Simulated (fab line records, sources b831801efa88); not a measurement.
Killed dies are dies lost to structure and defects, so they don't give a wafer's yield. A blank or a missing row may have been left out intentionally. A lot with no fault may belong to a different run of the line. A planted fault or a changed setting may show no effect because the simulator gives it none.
Code-filled problem report in 8D (eight disciplines) form -- flow sky130 -- the parts of the form that need people (team, actions taken, sign-off) are left out

## 1. THE PROBLEM
killed_at_M0_to_M3 at SKY_PAD_OPEN_PROBE_99 reads a mean of 88 on 6 wafers of 2 lots; wafers without a fault read 45 with a standard deviation of 7.5. That puts it +5.7 standard deviations away from the usual mean.
Earliest sighting: wafer L469.3 on prober-01 at day 50 13:17. Wafers with a number at this step in the record: 9, from 3 lots. By rule, "out" or "out of limits" means more than 4 standard deviations away from the usual mean. The rest of the wafers with a number are treated as sound.

## 2. WHAT IT IS AND WHAT IT IS NOT
question,is,is not
which readings at this step,killed_at_M0_to_M3,"killed_at_M4_up, killedAtContacts, killedAtFrontEnd, killedAtOther, sort_bin_6_memory"
which lots,"L469, L471",L461
which wafers of those lots,all that have a number,-
read on which tools,"prober-01, prober-02",-
when,from day 50 13:17,up to then (3 sound wafers)

## 3. SUSPECTS, AND WHAT RULES EACH OUT
Counting: a tool stays on the suspect list if, at a process step up to the reading, it processed all lots that are out and no sound lot following the first of them.
- wetBench-01 at SKY_METAL3_CLEAN_21 (cleans in IPA, time 180 s): kept. Every lot that is out went through it, starting with L469 (day 44 10:11), and after that it ran no sound lot; the last sound lot it ran before then is L461 (day 42 08:49).
Remaining after the count: wetBench-01 at SKY_METAL3_CLEAN_21.

## 4. THE CAUSE (what the simulator had put in)
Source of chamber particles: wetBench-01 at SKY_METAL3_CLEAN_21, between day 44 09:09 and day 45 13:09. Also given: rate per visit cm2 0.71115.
The count eliminated every tool but this one.

## 5. THE EFFECT CHAIN, in route order
Each row: a reading where the mean over the struck wafers with a number is more than 3 standard deviations away from the usual. Scope: only readings with a usual standard deviation given in the record; hours: median across lots of the time from each lot's start at the first step in this table that gives one to its start at this step; sigmas: change in usual standard deviations.
hours,step,reading,usual,on struck wafers,change,sigmas
0,SKY_PAD_OPEN_PROBE_99,defectLimitedYield,82.3 %,74.8,-7.5,-3.8
0,SKY_PAD_OPEN_PROBE_99,killed_at_M0_to_M3,45,88,+43,+5.7
0,SKY_PAD_OPEN_PROBE_99,killedDies,87,124,+37,+3.8
0,SKY_PAD_OPEN_PROBE_99,sort_bin_3_pad_short,0.9 %,2.9,+2.0,+4.6
0,SKY_PAD_OPEN_PROBE_99,sort_bin_5_function,10.5 %,15.6,+5.1,+3.4
0,SKY_PAD_OPEN_PROBE_99,sortNPass,405,368,-37,-3.8
0,SKY_PAD_OPEN_PROBE_99,sortYieldPct,82.3 %,74.8,-7.5,-3.8
Process steps it contains:
- SKY_PAD_OPEN_PROBE_99

## 6. WHAT WOULD HAVE CAUGHT IT SOONER
The fault began at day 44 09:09; the first out-of-limits reading in this record came at day 50 13:17, 148 hours later.
Each of the lots that are out, 2 in all, had begun SKY_METAL3_CLEAN_21 on wetBench-01 no later than day 50 13:17. Holding the tool at that point would not have protected any of them.
